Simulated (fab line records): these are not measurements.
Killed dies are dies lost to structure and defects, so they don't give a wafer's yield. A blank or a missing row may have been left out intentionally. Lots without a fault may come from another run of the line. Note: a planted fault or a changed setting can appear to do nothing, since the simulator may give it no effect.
fab line records -- flow gf180mcu -- part 1 of 2: steps 1 to 26 of 36
record lots=5, wafers=15, last-day=33
route steps=602 shown MVSD@69 MVPSD@78 VT_IMPLANT@90
lots that met no fault: taken from a fault-free run of the same line
start-h: the number of hours between the record's first day and the start of the first shown wafer of the lot -- wait-h: hours elapsed since this lot's preceding step -- " identical to the entry in the row above -- L1.1+2: a single row standing in for several wafers -- - value missing, or start not given -- * or withheld: withheld -- < > ~ a bound
route shown NAME@n: names a module that has steps shown in the file, with the first one's number in the route -- usual: mean and standard deviation over wafers with no fault -- same: alike in all rows -- chamber/n: place in a boat -- sites: per-site readings -- _std_site: the values' standard deviation -- _edge_site: inner sites' mean taken away from outer sites' mean -- radius-mm: for every site, how far away it sits from the centre of the wafer -- mask NAME#n: copy n -- behind: the last tool/chamber to shape the wafer -- hold: why the lot was held/for how many hours/how that ended -- device: which transistor (n, p or np) failed to switch -- end of line: tests of these same wafers at the route's end -- a step without rows: its recipe alone -- killed: dies lost to structure and defects at the first sort, not the wafer's yield -- map: dies across one wafer; x = killed, . = not, _ = none there
set.NAME: the setting that was run; set.NAME@STEP: the one run at that earlier step -- model.NAME: the simulator's own value behind a step, which no gauge read
lots at selected steps of the route; one table per step, one row per wafer
services: a tool's chamber out of use, with start hour (start-h, from the record's first day; less than 0 if before it), hours out, and reason
## steps
# step GF_MVSD_SOFTBAKE_03
# recipe temp-c=110.7, time-s=withheld
# usual exhaust-pa=45.0/0.92
lot.wafer,tool,chamber,start-h,wait-h,exhaust-pa
L075.4,litho-track-02,0,88.22,0.1,44.6
L075.5,litho-track-02,0,88.22,0.1,43.6
L075.6,litho-track-02,0,88.22,0.1,42.9
L082.2,litho-track-03,0,119.85,0.1,44.7
L082.4,litho-track-03,0,119.85,0.1,45.2
L082.5,litho-track-03,0,119.85,0.1,44.5
L083.2,litho-track-04,0,125.25,0.1,45.3
L083.5,litho-track-04,0,125.25,0.1,44.8
L083.6,litho-track-04,0,125.25,0.1,45.1
L084.1,litho-track-04,0,132.02,0.1,44.8
L084.5,litho-track-04,0,132.02,0.1,45.4
L084.6,litho-track-04,0,132.02,0.1,45.7
L093.4,litho-track-03,0,187.71,0.1,44.1
L093.5,litho-track-03,0,187.71,0.1,46.4
L093.6,litho-track-03,0,187.71,0.1,45.9
# step GF_MVSD_EXPOSE_04
# recipe mask-id=MVSD, target-cd-nm=1000, na=0.6, source-shape=conventional, sigma-outer=0.6, dose-mj=260
lot.wafer,tool,chamber,start-h,wait-h,mask
L075.4+5+6,iline-stepper-02,0,-,-,MVSD#0
L082.2+4+5,iline-stepper-01,0,-,-,MVSD#0
L083.2+5+6,iline-stepper-01,0,-,-,MVSD#0
L084.1+5+6,iline-stepper-02,0,-,-,MVSD#0
L093.4+5+6,iline-stepper-01,0,-,-,MVSD#0
# step GF_MVSD_PEB_05
# recipe temp-c=115, time-s=withheld
# usual exhaust-pa=44.9/1.1
lot.wafer,tool,chamber,start-h,wait-h,exhaust-pa
L075.4,litho-track-04,0,-,-,46.7
L075.5,litho-track-04,0,-,-,46.0
L075.6,litho-track-04,0,-,-,45.8
L082.2,litho-track-04,0,-,-,44.3
L082.4,litho-track-04,0,-,-,44.8
L082.5,litho-track-04,0,-,-,44.8
L083.2,litho-track-04,0,-,-,43.4
L083.5,litho-track-04,0,-,-,44.0
L083.6,litho-track-04,0,-,-,44.8
L084.1,litho-track-03,0,-,-,45.1
L084.5,litho-track-03,0,-,-,44.1
L084.6,litho-track-03,0,-,-,45.0
L093.4,litho-track-04,0,-,-,44.1
L093.5,litho-track-04,0,-,-,44.3
L093.6,litho-track-04,0,-,-,44.6
# step GF_MVSD_DEVELOP_06
# recipe wall-angle-deg=90, develop-time-s=60, dev-temp-c=23
# usual exhaust-pa=45.2/0.91
lot.wafer,tool,chamber,start-h,wait-h,exhaust-pa
L075.4,litho-track-04,0,-,-,45.9
L075.5,litho-track-04,0,-,-,46.2
L075.6,litho-track-04,0,-,-,45.4
L082.2,litho-track-04,0,-,-,45.0
L082.4,litho-track-04,0,-,-,45.4
L082.5,litho-track-04,0,-,-,45.2
L083.2,litho-track-04,0,-,-,45.1
L083.5,litho-track-04,0,-,-,43.5
L083.6,litho-track-04,0,-,-,44.6
L084.1,litho-track-03,0,-,-,45.5
L084.5,litho-track-03,0,-,-,45.2
L084.6,litho-track-03,0,-,-,46.0
L093.4,litho-track-04,0,-,-,44.8
L093.5,litho-track-04,0,-,-,45.8
L093.6,litho-track-04,0,-,-,44.3
# step GF_MVSD_OVL_MEAS_07
# usual MVSD_OVL=0.3/1.4
lot.wafer,tool,chamber,start-h,wait-h,MVSD_OVL[nm]
L075.4,overlay-01,-,95.39,-,-1.3
L075.5,overlay-01,-,95.39,-,-2.6
L075.6,overlay-01,-,95.39,-,-1.3
L082.2,overlay-02,-,127.27,-,1.2
L082.4,overlay-02,-,127.27,-,0.2
L082.5,overlay-02,-,127.27,-,1.5
L083.2,overlay-02,-,132.57,-,0.2
L083.5,overlay-02,-,132.57,-,-1.8
L083.6,overlay-02,-,132.57,-,-0.5
L084.1,overlay-02,-,139.86,-,1.1
L084.5,overlay-02,-,139.86,-,1.6
L084.6,overlay-02,-,139.86,-,0.4
L093.4,overlay-02,-,196.53,-,-1.8
L093.5,overlay-02,-,196.53,-,-1.4
L093.6,overlay-02,-,196.53,-,-2.0
# step GF_MVSD_IMPLANT_08
# recipe species=P, energy-kev=400, dose-cm2=1.6e+13, tilt-deg=0
# usual tilt-deg=-0.006/0.018
# same implant-ion-amu=31
lot.wafer,tool,chamber,start-h,wait-h,tilt-deg
L075.4,implanter-02,0,95.48,0.1,0.024
L075.5,implanter-02,0,95.48,0.1,-0.003
L075.6,implanter-02,0,95.48,0.1,0.010
L082.2,implanter-04,0,127.33,0.0,-0.014
L082.4,implanter-04,0,127.33,0.0,-0.025
L082.5,implanter-04,0,127.33,0.0,-0.047
L083.2,implanter-03,0,132.63,0.0,-0.041
L083.5,implanter-03,0,132.63,0.0,-0.027
L083.6,implanter-03,0,132.63,0.0,-0.013
L084.1,implanter-04,0,139.90,0.0,0.001
L084.5,implanter-04,0,139.90,0.0,0.011
L084.6,implanter-04,0,139.90,0.0,0.011
L093.4,implanter-02,0,196.63,0.1,-0.034
L093.5,implanter-02,0,196.63,0.1,-0.018
L093.6,implanter-02,0,196.63,0.1,-0.018
# step GF_MVSD_IMPLANT_09
# recipe species=P, energy-kev=100, dose-cm2=5e+12, tilt-deg=0
# usual tilt-deg=-0.001/0.018
# same implant-ion-amu=31
lot.wafer,tool,chamber,start-h,wait-h,tilt-deg
L075.4,implanter-02,0,95.63,0.1,-0.006
L075.5,implanter-02,0,95.63,0.1,-0.032
L075.6,implanter-02,0,95.63,0.1,-0.016
L082.2,implanter-04,0,127.48,0.1,-0.017
L082.4,implanter-04,0,127.48,0.1,-0.008
L082.5,implanter-04,0,127.48,0.1,0.025
L083.2,implanter-03,0,132.78,0.1,0.033
L083.5,implanter-03,0,132.78,0.1,-0.005
L083.6,implanter-03,0,132.78,0.1,0.003
L084.1,implanter-04,0,140.05,0.1,0.007
L084.5,implanter-04,0,140.05,0.1,0.027
L084.6,implanter-04,0,140.05,0.1,-0.010
L093.4,implanter-02,0,196.78,0.1,-0.003
L093.5,implanter-02,0,196.78,0.1,0.009
L093.6,implanter-02,0,196.78,0.1,0.008
# step GF_MVSD_STRIP_10
# recipe chemistry=O2/N2, power-w=1400, pressure-mtorr=1500, platen-temp-c=250, o2-flow-sccm=3000, n2-flow-sccm=300, overash-fraction=0.5
# usual drypump-motor-current-A=5.9/0.69, heater-power-w=324/24, o2-flow-sccm=3000/8.2, oes-product-au=0.722/0.0045, strip-time-to-endpoint-s=36.87/0.082
lot.wafer,tool,chamber,start-h,wait-h,drypump-motor-current-A,heater-power-w,o2-flow-sccm,oes-product-au,rf-hours-counter-h,strip-time-to-endpoint-s
L075.4,plasma-asher-01,1,95.74,0.1,5.0,308,3008,0.722,-,37.07
L075.5,plasma-asher-01,1,95.74,0.1,5.0,299,3013,0.719,-,37.00
L075.6,plasma-asher-01,0,95.74,0.1,6.7,364,2983,0.726,-,36.91
L082.2,plasma-asher-01,0,127.61,0.1,6.7,373,3000,0.721,36,36.78
L082.4,plasma-asher-01,0,127.61,0.1,6.7,377,2991,0.728,-,36.81
L082.5,plasma-asher-01,1,127.61,0.1,5.0,307,2991,0.727,-,36.90
L083.2,plasma-asher-01,1,132.90,0.1,5.0,309,2998,0.717,37,36.78
L083.5,plasma-asher-01,1,132.90,0.1,5.0,305,3009,0.720,-,36.79
L083.6,plasma-asher-01,0,132.90,0.1,6.8,365,3002,0.716,-,36.83
L084.1,plasma-asher-02,0,140.20,0.1,5.6,320,2998,0.727,3,36.76
L084.5,plasma-asher-02,0,140.20,0.1,5.6,320,3013,0.728,-,36.86
L084.6,plasma-asher-02,1,140.20,0.1,6.4,314,3007,0.722,-,36.83
L093.4,plasma-asher-04,0,196.89,0.1,4.9,319,3006,0.725,-,36.74
L093.5,plasma-asher-04,1,196.89,0.1,6.7,343,2998,0.727,-,36.86
L093.6,plasma-asher-04,0,196.89,0.1,4.9,326,3004,0.727,-,36.63
# step GF_MVSD_TW_MEAS_11
# usual MVSD_TW=1579/19
lot.wafer,tool,chamber,start-h,wait-h,MVSD_TW
L075.4,film-metro-02,-,95.83,0.1,1560
L075.5,film-metro-02,-,95.83,0.1,1559
L075.6,film-metro-02,-,95.83,0.1,1556
L082.2,film-metro-04,-,127.72,0.1,1574
L082.4,film-metro-04,-,127.72,0.1,1578
L082.5,film-metro-04,-,127.72,0.1,1574
L083.2,film-metro-02,-,133.01,0.1,1559
L083.5,film-metro-02,-,133.01,0.1,1550
L083.6,film-metro-02,-,133.01,0.1,1552
L084.1,film-metro-04,-,140.30,0.1,1581
L084.5,film-metro-04,-,140.30,0.1,1579
L084.6,film-metro-04,-,140.30,0.1,1574
L093.4,film-metro-04,-,196.98,0.1,1566
L093.5,film-metro-04,-,196.98,0.1,1570
L093.6,film-metro-04,-,196.98,0.1,1572
# step GF_MVPSD_DEHYDRATE_00
# recipe temp-c=200, time-s=60
# usual exhaust-pa=45.0/0.89
lot.wafer,tool,chamber,start-h,wait-h,exhaust-pa
L075.4,litho-track-03,0,101.79,5.9,44.2
L075.5,litho-track-03,0,101.79,5.9,44.7
L075.6,litho-track-03,0,101.79,5.9,44.7
L082.2,litho-track-04,0,134.09,6.4,44.1
L082.4,litho-track-04,0,134.09,6.4,45.3
L082.5,litho-track-04,0,134.09,6.4,44.4
L083.2,litho-track-04,0,140.44,7.4,44.2
L083.5,litho-track-04,0,140.44,7.4,46.5
L083.6,litho-track-04,0,140.44,7.4,43.7
L084.1,litho-track-04,0,147.22,6.9,44.3
L084.5,litho-track-04,0,147.22,6.9,44.8
L084.6,litho-track-04,0,147.22,6.9,44.3
L093.4,litho-track-04,0,204.44,7.4,43.7
L093.5,litho-track-04,0,204.44,7.4,45.2
L093.6,litho-track-04,0,204.44,7.4,43.3
# step GF_MVPSD_HMDS_01
# recipe prime-time-s=60, prime-temp-c=120
# usual exhaust-pa=44.9/0.83, prime-temp-c=119.97/0.14
lot.wafer,tool,chamber,start-h,wait-h,exhaust-pa,prime-temp-c
L075.4,litho-track-03,0,101.94,0.1,44.3,120.17
L075.5,litho-track-03,0,101.94,0.1,45.2,119.88
L075.6,litho-track-03,0,101.94,0.1,45.4,119.99
L082.2,litho-track-04,0,134.24,0.1,43.5,120.06
L082.4,litho-track-04,0,134.24,0.1,45.4,120.23
L082.5,litho-track-04,0,134.24,0.1,45.0,120.04
L083.2,litho-track-04,0,140.59,0.1,44.8,119.89
L083.5,litho-track-04,0,140.59,0.1,44.7,119.88
L083.6,litho-track-04,0,140.59,0.1,44.4,119.64
L084.1,litho-track-04,0,147.37,0.1,45.4,119.98
L084.5,litho-track-04,0,147.37,0.1,43.1,119.86
L084.6,litho-track-04,0,147.37,0.1,44.3,120.04
L093.4,litho-track-04,0,204.59,0.1,46.1,120.05
L093.5,litho-track-04,0,204.59,0.1,46.5,119.86
L093.6,litho-track-04,0,204.59,0.1,43.8,119.87
# step GF_MVPSD_COAT_02
# recipe spin-rpm=2000, resist-thk-nm=3000
# usual exhaust-pa=45.0/1
lot.wafer,tool,chamber,start-h,wait-h,exhaust-pa
L075.4,litho-track-03,0,102.09,0.1,43.5
L075.5,litho-track-03,0,102.09,0.1,44.8
L075.6,litho-track-03,0,102.09,0.1,43.5
L082.2,litho-track-04,0,134.39,0.1,44.8
L082.4,litho-track-04,0,134.39,0.1,45.6
L082.5,litho-track-04,0,134.39,0.1,45.7
L083.2,litho-track-04,0,140.74,0.1,45.3
L083.5,litho-track-04,0,140.74,0.1,46.2
L083.6,litho-track-04,0,140.74,0.1,45.3
L084.1,litho-track-04,0,147.52,0.1,45.3
L084.5,litho-track-04,0,147.52,0.1,45.1
L084.6,litho-track-04,0,147.52,0.1,46.0
L093.4,litho-track-04,0,204.74,0.1,45.0
L093.5,litho-track-04,0,204.74,0.1,45.1
L093.6,litho-track-04,0,204.74,0.1,45.7
# step GF_MVPSD_SOFTBAKE_03
# recipe temp-c=110, time-s=withheld
# usual exhaust-pa=45.0/0.86
lot.wafer,tool,chamber,start-h,wait-h,exhaust-pa
L075.4,litho-track-03,0,102.26,0.1,44.7
L075.5,litho-track-03,0,102.26,0.1,45.4
L075.6,litho-track-03,0,102.26,0.1,45.2
L082.2,litho-track-04,0,134.55,0.1,45.4
L082.4,litho-track-04,0,134.55,0.1,46.0
L082.5,litho-track-04,0,134.55,0.1,45.6
L083.2,litho-track-04,0,140.90,0.1,46.0
L083.5,litho-track-04,0,140.90,0.1,45.3
L083.6,litho-track-04,0,140.90,0.1,45.9
L084.1,litho-track-04,0,147.67,0.1,45.3
L084.5,litho-track-04,0,147.67,0.1,44.6
L084.6,litho-track-04,0,147.67,0.1,44.3
L093.4,litho-track-04,0,204.92,0.1,44.3
L093.5,litho-track-04,0,204.92,0.1,43.2
L093.6,litho-track-04,0,204.92,0.1,44.4
# step GF_MVPSD_EXPOSE_04
# recipe mask-id=MVPSD, target-cd-nm=1000, na=0.6, source-shape=conventional, sigma-outer=0.6, dose-mj=260
lot.wafer,tool,chamber,start-h,wait-h,mask
L075.4+5+6,iline-stepper-01,0,-,-,MVPSD#0
L082.2+4+5,iline-stepper-01,0,-,-,MVPSD#0
L083.2+5+6,iline-stepper-01,0,-,-,MVPSD#0
L084.1+5+6,iline-stepper-02,0,-,-,MVPSD#0
L093.4+5+6,iline-stepper-01,0,-,-,MVPSD#0
# step GF_MVPSD_PEB_05
# recipe temp-c=115, time-s=withheld
# usual exhaust-pa=45.1/1
lot.wafer,tool,chamber,start-h,wait-h,exhaust-pa
L075.4,litho-track-03,0,-,-,46.8
L075.5,litho-track-03,0,-,-,45.0
L075.6,litho-track-03,0,-,-,44.9
L082.2,litho-track-04,0,-,-,46.2
L082.4,litho-track-04,0,-,-,46.3
L082.5,litho-track-04,0,-,-,45.7
L083.2,litho-track-04,0,-,-,46.3
L083.5,litho-track-04,0,-,-,45.2
L083.6,litho-track-04,0,-,-,45.0
L084.1,litho-track-03,0,-,-,47.3
L084.5,litho-track-03,0,-,-,45.9
L084.6,litho-track-03,0,-,-,45.9
L093.4,litho-track-04,0,-,-,44.7
L093.5,litho-track-04,0,-,-,45.5
L093.6,litho-track-04,0,-,-,44.3
# step GF_MVPSD_DEVELOP_06
# recipe wall-angle-deg=90, develop-time-s=60, dev-temp-c=23
# usual exhaust-pa=45.0/0.89
lot.wafer,tool,chamber,start-h,wait-h,exhaust-pa
L075.4,litho-track-03,0,-,-,45.2
L075.5,litho-track-03,0,-,-,44.6
L075.6,litho-track-03,0,-,-,45.2
L082.2,litho-track-04,0,-,-,45.0
L082.4,litho-track-04,0,-,-,44.1
L082.5,litho-track-04,0,-,-,45.0
L083.2,litho-track-04,0,-,-,44.3
L083.5,litho-track-04,0,-,-,45.3
L083.6,litho-track-04,0,-,-,45.5
L084.1,litho-track-03,0,-,-,46.1
L084.5,litho-track-03,0,-,-,46.4
L084.6,litho-track-03,0,-,-,46.2
L093.4,litho-track-04,0,-,-,45.1
L093.5,litho-track-04,0,-,-,44.5
L093.6,litho-track-04,0,-,-,45.8
# step GF_MVPSD_OVL_MEAS_07
# usual MVPSD_OVL=-0.3/1.2
lot.wafer,tool,chamber,start-h,wait-h,MVPSD_OVL[nm]
L075.4,overlay-01,-,109.48,-,-0.4
L075.5,overlay-01,-,109.48,-,0.4
L075.6,overlay-01,-,109.48,-,-0.2
L082.2,overlay-02,-,142.82,-,0.8
L082.4,overlay-02,-,142.82,-,-0.7
L082.5,overlay-02,-,142.82,-,0.5
L083.2,overlay-02,-,148.52,-,2.2
L083.5,overlay-02,-,148.52,-,1.4
L083.6,overlay-02,-,148.52,-,0.9
L084.1,overlay-02,-,155.91,-,-2.7
L084.5,overlay-02,-,155.91,-,-3.9
L084.6,overlay-02,-,155.91,-,-2.4
L093.4,overlay-01,-,213.73,-,-1.9
L093.5,overlay-01,-,213.73,-,-1.1
L093.6,overlay-01,-,213.73,-,-0.2
# step GF_MVPSD_IMPLANT_08
# recipe species=B, energy-kev=170, dose-cm2=1.5e+13, tilt-deg=0
# usual tilt-deg=-0.002/0.019
# same implant-ion-amu=11
lot.wafer,tool,chamber,start-h,wait-h,tilt-deg
L075.4,implanter-02,0,109.57,0.1,0.012
L075.5,implanter-02,0,109.57,0.1,-0.014
L075.6,implanter-02,0,109.57,0.1,0.007
L082.2,implanter-03,0,142.88,0.0,0.005
L082.4,implanter-03,0,142.88,0.0,0.039
L082.5,implanter-03,0,142.88,0.0,0.014
L083.2,implanter-01,0,148.58,0.0,0.006
L083.5,implanter-01,0,148.58,0.0,-0.016
L083.6,implanter-01,0,148.58,0.0,0.011
L084.1,implanter-02,0,155.95,0.0,-0.025
L084.5,implanter-02,0,155.95,0.0,-0.019
L084.6,implanter-02,0,155.95,0.0,0.011
L093.4,implanter-02,0,213.83,0.1,0.022
L093.5,implanter-02,0,213.83,0.1,0.008
L093.6,implanter-02,0,213.83,0.1,-0.009
# step GF_MVPSD_IMPLANT_09
# recipe species=B, energy-kev=40, dose-cm2=5.069e+12, tilt-deg=0
# usual tilt-deg=0.007/0.017
# same implant-ion-amu=11
lot.wafer,tool,chamber,start-h,wait-h,tilt-deg
L075.4,implanter-02,0,109.72,0.1,0.024
L075.5,implanter-02,0,109.72,0.1,-0.024
L075.6,implanter-02,0,109.72,0.1,-0.004
L082.2,implanter-03,0,143.03,0.1,0.021
L082.4,implanter-03,0,143.03,0.1,-0.004
L082.5,implanter-03,0,143.03,0.1,0.033
L083.2,implanter-01,0,148.73,0.1,0.003
L083.5,implanter-01,0,148.73,0.1,0.005
L083.6,implanter-01,0,148.73,0.1,-0.005
L084.1,implanter-02,0,156.10,0.1,0.034
L084.5,implanter-02,0,156.10,0.1,0.011
L084.6,implanter-02,0,156.10,0.1,-0.006
L093.4,implanter-02,0,213.98,0.1,0.019
L093.5,implanter-02,0,213.98,0.1,-0.021
L093.6,implanter-02,0,213.98,0.1,0.013
# step GF_MVPSD_STRIP_10
# recipe chemistry=O2/N2, power-w=1400, pressure-mtorr=1500, platen-temp-c=250, o2-flow-sccm=3000, n2-flow-sccm=300, overash-fraction=0.5
# usual drypump-motor-current-A=5.7/0.72, heater-power-w=336/21, o2-flow-sccm=3000/8.9, oes-product-au=0.722/0.0041, strip-time-to-endpoint-s=36.94/0.11
lot.wafer,tool,chamber,start-h,wait-h,drypump-motor-current-A,heater-power-w,o2-flow-sccm,oes-product-au,rf-hours-counter-h,strip-time-to-endpoint-s
L075.4,plasma-asher-03,1,109.83,0.1,5.7,324,3001,0.729,-,36.92
L075.5,plasma-asher-03,0,109.83,0.1,5.3,346,3020,0.719,-,36.91
L075.6,plasma-asher-03,1,109.83,0.1,5.7,324,2978,0.724,-,36.89
L082.2,plasma-asher-01,1,143.15,0.1,5.0,314,3003,0.720,38,36.93
L082.4,plasma-asher-01,0,143.15,0.1,6.7,361,3002,0.723,-,36.89
L082.5,plasma-asher-01,1,143.15,0.1,5.0,310,2995,0.716,-,36.82
L083.2,plasma-asher-01,1,148.85,0.1,5.0,310,3012,0.725,39,36.77
L083.5,plasma-asher-01,0,148.85,0.1,6.8,354,3026,0.724,-,37.01
L083.6,plasma-asher-01,1,148.85,0.1,5.0,309,2994,0.723,-,36.79
L084.1,plasma-asher-04,0,156.25,0.1,4.9,320,3007,0.717,43,36.94
L084.5,plasma-asher-04,1,156.25,0.1,6.7,337,3003,0.720,-,36.98
L084.6,plasma-asher-04,0,156.25,0.1,5.0,326,2989,0.725,-,36.83
L093.4,plasma-asher-04,1,214.09,0.1,6.7,344,3000,0.724,-,36.82
L093.5,plasma-asher-04,0,214.09,0.1,5.0,318,2993,0.718,-,36.76
L093.6,plasma-asher-04,1,214.09,0.1,6.7,345,2996,0.722,-,36.80
# step GF_MVPSD_TW_MEAS_11
# usual MVPSD_TW=551/5.9
lot.wafer,tool,chamber,start-h,wait-h,MVPSD_TW
L075.4,film-metro-04,-,109.93,0.1,555
L075.5,film-metro-04,-,109.93,0.1,554
L075.6,film-metro-04,-,109.93,0.1,553
L082.2,film-metro-04,-,143.26,0.1,552
L082.4,film-metro-04,-,143.26,0.1,552
L082.5,film-metro-04,-,143.26,0.1,549
L083.2,film-metro-02,-,148.96,0.1,546
L083.5,film-metro-02,-,148.96,0.1,545
L083.6,film-metro-02,-,148.96,0.1,544
L084.1,film-metro-04,-,156.35,0.1,554
L084.5,film-metro-04,-,156.35,0.1,554
L084.6,film-metro-04,-,156.35,0.1,551
L093.4,film-metro-04,-,214.18,0.1,549
L093.5,film-metro-04,-,214.18,0.1,550
L093.6,film-metro-04,-,214.18,0.1,548
# step GF_VT_IMPLANT_DEHYDRATE_00
# recipe temp-c=200, time-s=60
# usual exhaust-pa=44.9/0.77
lot.wafer,tool,chamber,start-h,wait-h,exhaust-pa
L075.4,litho-track-03,0,116.64,6.7,44.8
L075.5,litho-track-03,0,116.64,6.7,45.3
L075.6,litho-track-03,0,116.64,6.7,44.6
L082.2,litho-track-02,0,149.50,6.2,45.8
L082.4,litho-track-02,0,149.50,6.2,45.5
L082.5,litho-track-02,0,149.50,6.2,45.8
L083.2,litho-track-02,0,156.70,7.7,44.9
L083.5,litho-track-02,0,156.70,7.7,43.7
L083.6,litho-track-02,0,156.70,7.7,43.5
L084.1,litho-track-02,0,163.52,7.2,42.9
L084.5,litho-track-02,0,163.52,7.2,44.4
L084.6,litho-track-02,0,163.52,7.2,45.4
L093.4,litho-track-03,0,222.14,7.9,44.7
L093.5,litho-track-03,0,222.14,7.9,43.7
L093.6,litho-track-03,0,222.14,7.9,46.0
# step GF_VT_IMPLANT_HMDS_01
# recipe prime-time-s=60, prime-temp-c=120
# usual exhaust-pa=45.1/0.88, prime-temp-c=119.97/0.14
lot.wafer,tool,chamber,start-h,wait-h,exhaust-pa,prime-temp-c
L075.4,litho-track-03,0,116.79,0.1,45.7,120.03
L075.5,litho-track-03,0,116.79,0.1,45.0,120.05
L075.6,litho-track-03,0,116.79,0.1,46.2,120.20
L082.2,litho-track-02,0,149.65,0.1,47.0,120.00
L082.4,litho-track-02,0,149.65,0.1,46.4,119.92
L082.5,litho-track-02,0,149.65,0.1,46.4,120.06
L083.2,litho-track-02,0,156.85,0.1,44.8,120.00
L083.5,litho-track-02,0,156.85,0.1,45.5,119.80
L083.6,litho-track-02,0,156.85,0.1,45.0,120.04
L084.1,litho-track-02,0,163.67,0.1,44.2,120.05
L084.5,litho-track-02,0,163.67,0.1,45.0,120.04
L084.6,litho-track-02,0,163.67,0.1,44.9,120.02
L093.4,litho-track-03,0,222.29,0.1,46.1,120.14
L093.5,litho-track-03,0,222.29,0.1,45.0,120.02
L093.6,litho-track-03,0,222.29,0.1,45.6,120.06
# step GF_VT_IMPLANT_COAT_02
# recipe resist=NOVOLAK, spin-rpm=3000, resist-thk-nm=1000
# usual exhaust-pa=45.0/0.78
lot.wafer,tool,chamber,start-h,wait-h,exhaust-pa
L075.4,litho-track-03,0,116.94,0.1,45.0
L075.5,litho-track-03,0,116.94,0.1,44.7
L075.6,litho-track-03,0,116.94,0.1,45.1
L082.2,litho-track-02,0,149.80,0.1,45.1
L082.4,litho-track-02,0,149.80,0.1,44.7
L082.5,litho-track-02,0,149.80,0.1,44.0
L083.2,litho-track-02,0,157.00,0.1,46.1
L083.5,litho-track-02,0,157.00,0.1,45.1
L083.6,litho-track-02,0,157.00,0.1,43.5
L084.1,litho-track-02,0,163.82,0.1,45.5
L084.5,litho-track-02,0,163.82,0.1,45.3
L084.6,litho-track-02,0,163.82,0.1,45.3
L093.4,litho-track-03,0,222.44,0.1,45.2
L093.5,litho-track-03,0,222.44,0.1,45.8
L093.6,litho-track-03,0,222.44,0.1,45.9
# step GF_VT_IMPLANT_SOFTBAKE_03
# recipe temp-c=90, time-s=60, resist=NOVOLAK
# usual exhaust-pa=45.2/1
lot.wafer,tool,chamber,start-h,wait-h,exhaust-pa
L075.4,litho-track-03,0,117.09,0.1,44.9
L075.5,litho-track-03,0,117.09,0.1,44.7
L075.6,litho-track-03,0,117.09,0.1,46.7
L082.2,litho-track-02,0,149.95,0.1,46.1
L082.4,litho-track-02,0,149.95,0.1,45.9
L082.5,litho-track-02,0,149.95,0.1,46.4
L083.2,litho-track-02,0,157.15,0.1,45.4
L083.5,litho-track-02,0,157.15,0.1,45.5
L083.6,litho-track-02,0,157.15,0.1,44.6
L084.1,litho-track-02,0,163.97,0.1,44.4
L084.5,litho-track-02,0,163.97,0.1,45.1
L084.6,litho-track-02,0,163.97,0.1,44.7
L093.4,litho-track-03,0,222.59,0.1,45.9
L093.5,litho-track-03,0,222.59,0.1,47.1
L093.6,litho-track-03,0,222.59,0.1,45.5
# step GF_VT_IMPLANT_EXPOSE_04
# recipe mask-id=LVPWELL_LV_AREA, target-cd-nm=600, na=0.6, source-shape=conventional, sigma-outer=0.6, dose-mj=140
lot.wafer,tool,chamber,start-h,wait-h,mask
L075.4+5+6,iline-stepper-02,0,-,-,LVPWELL_LV_AREA#0
L082.2+4+5,iline-stepper-01,0,-,-,LVPWELL_LV_AREA#0
L083.2+5+6,iline-stepper-01,0,-,-,LVPWELL_LV_AREA#0
L084.1+5+6,iline-stepper-02,0,-,-,LVPWELL_LV_AREA#0
L093.4+5+6,iline-stepper-02,0,-,-,LVPWELL_LV_AREA#0
